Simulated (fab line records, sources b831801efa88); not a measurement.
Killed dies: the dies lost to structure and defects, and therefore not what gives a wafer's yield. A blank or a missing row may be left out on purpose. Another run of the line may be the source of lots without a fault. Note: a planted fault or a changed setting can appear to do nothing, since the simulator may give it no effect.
What tool caused it? -- flow gf180mcu -- Sampling: 14 lots, 42 wafers, 4 of 602 route steps

## WHAT THE GAUGES SHOWED, per wafer
GF_STI_THK_MEAS_04.
lot,measured,on,STI_CVD_03_THK (nm)
L887,day 1 16:22,film_metro-03,205.0 203.9 204.7
L888,day 1 19:40,film_metro-03,208.2 207.6 206.1
L889,day 1 23:52,film_metro-02,206.1 208.7 206.2
L890,day 2 05:00,film_metro-02,207.4 207.7 207.1
L891,day 2 09:38,film_metro-02,206.4 204.9 204.7
L899,day 4 02:34,film_metro-04,208.0 208.6 207.1
L900,day 4 08:52,film_metro-02,206.3 207.7 207.0
L901,day 4 14:46,film_metro-03,207.9 206.2 207.8
L904,day 5 02:58,film_metro-04,203.0 204.1 203.4
L906,day 5 12:34,film_metro-04,206.1 206.3 207.0
L907,day 5 17:34,film_metro-04,206.2 205.2 204.1
L908,day 6 00:27,film_metro-03,205.6 207.3 206.7
L909,day 6 04:56,film_metro-04,204.8 204.1 205.7
L910,day 6 11:37,film_metro-02,207.4 208.3 207.0

GF_STI_THK_MEAS_22.
lot,measured,on,STI_OXIDATION_01_THK (nm)
L887,day 2 05:49,film_metro-02,14.8 14.6 14.5
L888,day 2 08:44,film_metro-02,15.3 15.4 15.3
L889,day 2 13:43,film_metro-02,15.1 15.3 15.0
L890,day 2 18:43,film_metro-04,14.7 14.7 14.8
L891,day 2 23:40,film_metro-02,15.7 15.6 15.9
L899,day 4 18:39,film_metro-04,15.1 15.0 15.2
L900,day 4 23:32,film_metro-04,15.0 15.2 15.2
L901,day 5 05:30,film_metro-02,14.8 14.8 14.8
L904,day 5 20:13,film_metro-04,14.5 14.7 14.5
L906,day 6 03:59,film_metro-04,14.9 14.8 14.6
L907,day 6 09:41,film_metro-02,14.9 15.0 14.9
L908,day 6 17:38,film_metro-03,15.0 15.3 15.3
L909,day 6 22:02,film_metro-02,14.3 14.5 14.4
L910,day 7 05:01,film_metro-02,15.4 15.1 15.3

GF_LVPWELL_TW_MEAS_11.
lot,measured,on,LVPWELL_TW
L887,day 3 23:17,film_metro-04,547 553 550
L888,day 4 02:53,film_metro-03,556 553 556
L891,day 4 17:18,film_metro-04,550 550 551
L899,day 6 16:48,film_metro-03,557 559 554
L900,day 6 23:46,film_metro-01,564 564 561
L901,day 7 05:53,film_metro-04,553 548 548
L904,day 7 21:19,film_metro-03,560 558 559
L906,day 8 06:50,film_metro-04,553 552 555
L907,day 8 13:59,film_metro-04,550 550 551
L908,day 8 20:41,film_metro-01,561 561 563
L909,day 9 01:57,film_metro-01,560 561 564
L910,day 9 09:32,film_metro-03,555 550 552

## WHAT TOOL EACH LOT RAN ON (gives the tool, then ch and the chambers of the sampled wafers, and finally the start)
lot,GF_STI_CMP_25
L887,"cmp-01 ch 1,2,3, day 2 06:01"
L888,"cmp-01 ch 1,2, day 2 08:55"
L889,"cmp-01 ch 0,2,3, day 2 13:54"
L890,"cmp-02 ch 0,1,2, day 2 18:58"
L891,"cmp-02 ch 1,2,3, day 2 23:54"
L899,"cmp-01 ch 0,1,3, day 4 18:56"
L900,"cmp-01 ch 2,3, day 4 23:43"
L901,"cmp-01 ch 1,2,3, day 5 05:41"
L904,"cmp-02 ch 0,1, day 5 20:27"
L906,"cmp-01 ch 0,1,3, day 6 04:11"
L907,"cmp-01 ch 0,1,2, day 6 09:56"
L908,"cmp-02 ch 0,1,3, day 6 17:53"
L909,"cmp-02 ch 0,1,2, day 6 22:13"
L910,"cmp-01 ch 1,2,3, day 7 05:13"
- GF_STI_CMP_25: polishes, stops on Si3N4, t overpolish 33 s, target thk 524.6 nm.

## AS READ BY THE TOOLS THEMSELVES (means over the sampled wafers that have a number; for cases with no such wafer, the mark the record gives instead)
GF_STI_CMP_25.
lot,tool,edge_zone_pressure_frac,head_pressure_psi (psi),motor_current_A (A),overpolish_run_s (s),time_to_endpoint_s (s)
L887,cmp-01,1.000,4.004,11.1,32.995,124
L888,cmp-01,0.995,4.003,10.9,33.005,126
L889,cmp-01,-,-,-,-,-
L890,cmp-02,-,-,-,-,-
L891,cmp-02,0.996,4.006,11.4,33.007,132
L899,cmp-01,1.002,4.002,11.3,32.998,120
L900,cmp-01,1.001,4.002,11.1,33.002,121
L901,cmp-01,1.000,4.002,11.2,32.997,121
L904,cmp-02,0.998,4.004,11.0,32.997,125
L906,cmp-01,1.002,4.002,11.6,33.003,120
L907,cmp-01,0.999,4.004,11.7,32.997,121
L908,cmp-02,0.994,4.000,11.0,33.005,118
L909,cmp-02,1.002,3.994,11.1,33.000,118
L910,cmp-01,0.997,4.000,11.2,32.989,120

## THE ANSWER, worked out from the rows above alone
Rule: the lots themselves supply what counts as usual. The widest of any qualifying gaps counts: lots, ordered by their means at a reading, are off when they make up no more than a third of the lots, leave a main group of 4 or more, and stand apart from it by 3 or more times the standard deviation of that group's means. If all means in a main group match to the digits the tables above print for the reading, that group is not used. A lot without any number at a reading at which 4 lots or more have one is off too. All remaining lots with rows at the step are treated as sound. Order of review: gauges by route order, followed by the tools' own readings, for which a lot's mean as printed above is used. The first step at which some lot is off is used, and at that step the reading that is off furthest; a lot without a number counts as furthest.
Off at GF_STI_CMP_25 (edge_zone_pressure_frac): L889, L890. Without a number there: L889, L890. Mean 0.999 and standard deviation 0.0027 in the main group.
If a tool, at that step or one of the process steps before it, ran each lot that is off and ran no sound lot following the first of them, it fits. None of those tried fits.

## WHAT THE SIMULATOR HAD PUT IN
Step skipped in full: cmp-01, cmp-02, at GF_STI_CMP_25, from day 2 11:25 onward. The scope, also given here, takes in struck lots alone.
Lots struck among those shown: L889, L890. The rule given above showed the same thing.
